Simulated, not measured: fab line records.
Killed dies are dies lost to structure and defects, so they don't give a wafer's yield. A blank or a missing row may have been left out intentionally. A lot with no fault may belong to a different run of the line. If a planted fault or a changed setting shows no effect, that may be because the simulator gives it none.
fab line records | flow sfqLine
record lots=15 wafers=45 lastDay=83
route steps=325 shown M1@69 M2@98 M3@119 M4@156
lots with no fault: from the same line, run without faults
startH: hours from the record's first day to the start of the lot's first wafer shown | waitH: how many hours have passed since the lot's step before this one | " as in the row above | L1.1+2: a row that stands for several wafers | - no value present, or no start provided | * or withheld: withheld | < > ~ a bound
route shown NAME@n: names a module that has steps shown in the file, with the first one's number in the route | usual: mean/standard deviation of fault-free wafers | same: alike in all rows | chamber/n: place in a boat | sites: the reading at each site | _std_site: their standard deviation | _edge_site: the outer-site mean with the inner-site mean subtracted | radiusMm: how far each site lies from the wafer's centre | mask NAME#n: copy n | behind: the tool/chamber that last shaped the wafer | hold: why the lot was held/for how many hours/how that ended | device: which transistor (n, p or np) failed to switch | end of line: tests of these same wafers at the route's end | for a step that has no rows: nothing shown but its recipe | killed: count of dies lost to structure and defects at first sort (not the wafer's yield) | map: a wafer's dies, marking killed ones x, the rest . and places with no die _
set.NAME: setting as actually run; set.NAME@STEP: the setting as run at that earlier step | model.NAME: the simulator's own value behind a step, which no gauge read
steps of the route over a sample of lots; a table a step, a row a wafer
services: a tool's chamber out of use, with start hour (startH, from the record's first day; less than 0 if before it), hours out, and reason
## steps
# step SFQ_TRILAYER_M1_BARC_OPEN_METAL_ETCH_054
# recipe maskMaterial=PR chemistry=O2 targetDepthNm=125 target=BARC icpW=600 biasW=80 pressureMtorr=10 timeS=41.7
# usual drypumpMotorCurrentA=5.7/0.51 oesProductAu=0.685/0.0046
# columns lot.wafer tool chamber startH waitH drypumpMotorCurrentA oesProductAu rfHoursCounterH
L770.2 rieMetal-02 1 328.64 0.0 5.9 0.684 11
L770.5 " 0 " " 6.6 0.679 -
L770.6 " 1 " " 5.9 0.688 -
L772.1 rieMetal-03 1 330.57 0.0 5.0 0.687 118
L772.4 " 1 " " 5.0 0.676 -
L772.5 " 0 " " 6.0 0.679 -
L774.1 rieMetal-03 1 418.60 0.0 5.0 0.687 131
L774.4 " 1 " " 5.0 0.690 -
L774.6 " 0 " " 6.0 0.694 -
L775.1 rieMetal-02 1 421.00 0.0 6.0 0.674 24
L775.3 " 0 " " 6.6 0.695 -
L775.5 " 0 " " 6.6 0.674 -
L776.1 rieMetal-03 1 428.20 0.0 5.0 0.686 132
L776.3 " 0 " " 5.9 0.684 -
L776.6 " 1 " " 5.0 0.685 -
L777.1 rieMetal-02 0 435.52 0.0 6.6 0.691 134
L777.5 " 0 " " 6.6 0.682 -
L777.6 " 1 " " 5.9 0.689 -
L778.1 rieMetal-02 1 450.98 0.0 5.9 0.682 28
L778.4 " 0 " " 6.6 0.685 -
L778.6 " 0 " " 6.6 0.686 -
L779.4 rieMetal-02 0 463.04 0.1 6.6 0.683 -
L779.5 " 0 " " 6.6 0.683 -
L779.6 " 0 " " 6.6 0.687 -
L780.1 rieMetal-03 1 465.38 0.0 5.0 0.687 139
L780.3 " 0 " " 6.0 0.688 -
L780.5 " 1 " " 5.0 0.686 -
L781.2 rieMetal-01 0 476.18 0.0 5.3 0.687 92
L781.3 " 0 " " 5.3 0.686 -
L781.6 " 1 " " 5.7 0.689 -
L782.1 rieMetal-03 0 491.71 0.0 5.9 0.685 51
L782.3 " 0 " " 6.0 0.691 -
L782.6 " 1 " " 5.0 0.692 -
L783.1 rieMetal-01 0 498.91 0.0 5.3 0.685 95
L783.5 " 1 " " 5.6 0.684 -
L783.6 " 0 " " 5.3 0.683 -
L784.1 rieMetal-01 0 506.24 0.0 5.3 0.686 96
L784.2 " 1 " " 5.7 0.684 70
L784.3 " 1 " " 5.7 0.677 -
L785.3 rieMetal-03 1 513.55 0.0 5.0 0.688 -
L785.4 " 0 " " 6.0 0.689 -
L785.6 " 1 " " 5.0 0.684 -
L793.4 rieMetal-03 0 562.05 0.0 5.9 0.694 -
L793.5 " 0 " " 6.0 0.681 -
L793.6 " 1 " " 5.0 0.691 -
# step SFQ_M2_OVL_MEAS_916
# usual M2_OVL=-1/5
# columns lot.wafer tool chamber startH waitH M2_OVL[nm]
L770.2 overlay-02 - 476.08 0.1 -3
L770.5 " - " " -2
L770.6 " - " " -3
L772.1 overlay-01 - 504.68 0.1 3
L772.4 " - " " -1
L772.5 " - " " 2
L774.1 overlay-01 - 511.10 0.1 -3
L774.4 " - " " -2
L774.6 " - " " 1
L775.1 overlay-02 - 555.60 0.1 9
L775.3 " - " " 2
L775.5 " - " " 5
L776.1 overlay-02 - 606.84 0.1 -1
L776.3 " - " " -2
L776.6 " - " " 0
L777.1 overlay-01 - 613.82 0.1 6
L777.5 " - " " 8
L777.6 " - " " 4
L778.1 overlay-02 - 623.72 0.1 0
L778.4 " - " " 4
L778.6 " - " " -2
L779.4 overlay-01 - 634.68 0.1 -1
L779.5 " - " " 4
L779.6 " - " " 1
L780.1 overlay-01 - 636.54 0.1 2
L780.3 " - " " -4
L780.5 " - " " 1
L781.2 overlay-01 - 644.94 0.1 -9
L781.3 " - " " -9
L781.6 " - " " -2
L782.1 overlay-02 - 656.09 0.1 -6
L782.3 " - " " -9
L782.6 " - " " -10
L783.1 overlay-02 - 668.09 0.1 4
L783.5 " - " " 1
L783.6 " - " " -7
L784.1 overlay-01 - 673.89 0.1 -5
L784.2 " - " " -4
L784.3 " - " " 1
L785.3 overlay-01 - 680.04 0.1 2
L785.4 " - " " 1
L785.6 " - " " -2
L793.4 overlay-02 - 738.77 0.1 -7
L793.5 " - " " -7
L793.6 " - " " -1
# step SFQ_TRILAYER_M3_DEP_SPUTTER_073
# recipe material=Nb basePressurePa=1.33e-06 chamberPressurePa=0.1333 substrateTempC=20 resputterCathodeVoltageV=400 targetThkNm=200 powerW=2000 timeS=133.3
# usual throttleValvePct=30.0/1.1
# columns lot.wafer tool chamber startH waitH throttleValvePct
L770.2 pvdSputter-03 - 487.23 0.0 28.7
L770.5 " - " " 30.4
L770.6 " - " " 29.2
L772.1 pvdSputter-03 - 517.50 0.0 29.4
L772.4 " - " " 29.0
L772.5 " - " " 30.4
L774.1 pvdSputter-05 - 520.24 0.0 31.4
L774.4 " - " " 30.1
L774.6 " - " " 28.4
L775.1 pvdSputter-04 - 567.77 0.0 29.0
L775.3 " - " " 29.2
L775.5 " - " " 30.2
L776.1 pvdSputter-05 - 616.87 0.0 30.1
L776.3 " - " " 28.3
L776.6 " - " " 31.7
L777.1 pvdSputter-05 - 623.07 0.0 28.6
L777.5 " - " " 31.2
L777.6 " - " " 31.5
L778.1 pvdSputter-04 - 632.36 0.0 30.3
L778.4 " - " " 29.2
L778.6 " - " " 30.1
L779.4 pvdSputter-05 - 644.36 0.0 31.8
L779.5 " - " " 31.8
L779.6 " - " " 28.1
L780.1 pvdSputter-04 - 655.88 0.0 30.1
L780.3 " - " " 30.0
L780.5 " - " " 30.4
L781.2 pvdSputter-04 - 664.48 0.0 30.3
L781.3 " - " " 29.2
L781.6 " - " " 28.6
L782.1 pvdSputter-05 - 673.90 0.0 29.8
L782.3 " - " " 28.4
L782.6 " - " " 28.4
L783.1 pvdSputter-04 - 683.28 0.0 29.3
L783.5 " - " " 30.6
L783.6 " - " " 29.3
L784.1 pvdSputter-05 - 685.74 0.0 28.1
L784.2 " - " " 30.0
L784.3 " - " " 31.4
L785.3 pvdSputter-03 - 691.74 0.0 30.3
L785.4 " - " " 29.0
L785.6 " - " " 30.5
L793.4 pvdSputter-04 - 751.75 0.0 30.1
L793.5 " - " " 30.1
L793.6 " - " " 30.4
# step SFQ_TRILAYER_M4_LITHO_PEB_096
# recipe pebTempC=115 pebTimeS=60 resist=KrF
# usual heaterPowerTotalW=79.14/0.074
# columns lot.wafer tool chamber startH waitH heaterPowerTotalW
L770.2 lithoTrack-04 0 936.06 0.8 79.20
L770.5 " 0 " " 79.04
L770.6 " 0 " " 79.11
L772.1 lithoTrack-02 0 966.11 1.0 79.17
L772.4 " 0 " " 79.18
L772.5 " 0 " " 79.00
L774.1 lithoTrack-02 0 972.11 1.0 79.27
L774.4 " 0 " " 79.18
L774.6 " 0 " " 79.22
L775.1 lithoTrack-01 0 1013.41 1.0 79.15
L775.3 " 0 " " 79.20
L775.5 " 0 " " 79.22
L776.1 lithoTrack-01 0 1066.34 1.0 78.99
L776.3 " 0 " " 79.01
L776.6 " 0 " " 79.15
L777.1 lithoTrack-02 0 1074.74 1.0 79.14
L777.5 " 0 " " 79.17
L777.6 " 0 " " 79.27
L778.1 lithoTrack-01 0 1086.58 1.0 79.05
L778.4 " 0 " " 79.10
L778.6 " 0 " " 79.29
L779.4 lithoTrack-01 0 1097.46 0.5 79.10
L779.5 " 0 " " 79.15
L779.6 " 0 " " 79.03
L780.1 lithoTrack-04 0 1102.18 1.0 79.28
L780.3 " 0 " " 79.11
L780.5 " 0 " " 79.26
L781.2 lithoTrack-04 0 1105.81 0.8 79.19
L781.3 " 0 " " 79.18
L781.6 " 0 " " 79.18
L782.1 lithoTrack-04 0 1112.98 1.0 79.15
L782.3 " 0 " " 79.17
L782.6 " 0 " " 79.07
L783.1 lithoTrack-04 0 1118.98 1.0 85.98
L783.5 " 0 " " 79.18
L783.6 " 0 " " 79.17
L784.1 lithoTrack-04 0 1121.38 1.0 86.13
L784.2 " 0 " " 79.25
L784.3 " 0 " " 79.19
L785.3 lithoTrack-04 0 1134.78 0.7 79.21
L785.4 " 0 " " 85.99
L785.6 " 0 " " 79.18
L793.4 lithoTrack-01 0 1198.46 0.5 79.17
L793.5 " 0 " " 79.16
L793.6 " 0 " " 79.23
## services
# columns tool chamber startH hours kind
pvdSputter-03 - 319.82 3.9 repair
pvdSputter-03 - 320.18 6.4 repair
rieMetal-03 0 443.73 8.6 repair
rieMetal-02 0 455.97 6.4 repair
rieMetal-02 1 461.80 3.8 repair
pvdSputter-05 - 507.62 0.7 repair
rieMetal-02 1 559.29 4.9 repair
rieMetal-03 0 616.56 1.3 repair
pvdSputter-04 - 720.94 2.4 repair
pvdSputter-05 - 721.62 5.3 repair
pvdSputter-05 - 731.93 1.2 repair
rieMetal-02 1 738.27 6.8 repair
pvdSputter-04 - 749.63 1.9 repair
rieMetal-02 - 757.61 1.4 repair
pvdSputter-04 - 760.42 12.2 repair
rieMetal-03 - 783.73 0.8 repair
pvdSputter-04 - 818.90 1.1 repair
rieMetal-02 1 875.06 8.1 repair
pvdSputter-05 - 952.80 0.8 repair
rieMetal-03 - 953.10 2.8 pm
pvdSputter-04 - 954.13 2.2 repair
pvdSputter-04 - 1072.87 6.5 repair
rieMetal-02 - 1145.18 0.5 repair
rieMetal-02 - 1173.26 2.8 pm
## key
firstSign step=SFQ_TRILAYER_M4_LITHO_PEB_096 reading=heaterPowerTotalW direction=up sigmas=93 usual=79.14 struck=86.03
effect none on later readings
metAt SFQ_TRILAYER_M4_LITHO_PEB_096
struckLots L783,L784,L785
struckWafers L783.1,L784.1,L785.4
notActingAt SFQ_TRILAYER_M1_BARC_OPEN_METAL_ETCH_054,SFQ_M2_OVL_MEAS_916,SFQ_TRILAYER_M3_DEP_SPUTTER_073
onsetBetween 1112.98 1118.98
fault kind=processParameterDrift tool=lithoTrack-04 chamber=- onsetH=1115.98 steps=SFQ_TRILAYER_M4_LITHO_PEB_096 channel=pebTimeS offset=* shape=step endH=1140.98 scope=struckWafersOnly actsIn=* stated=*
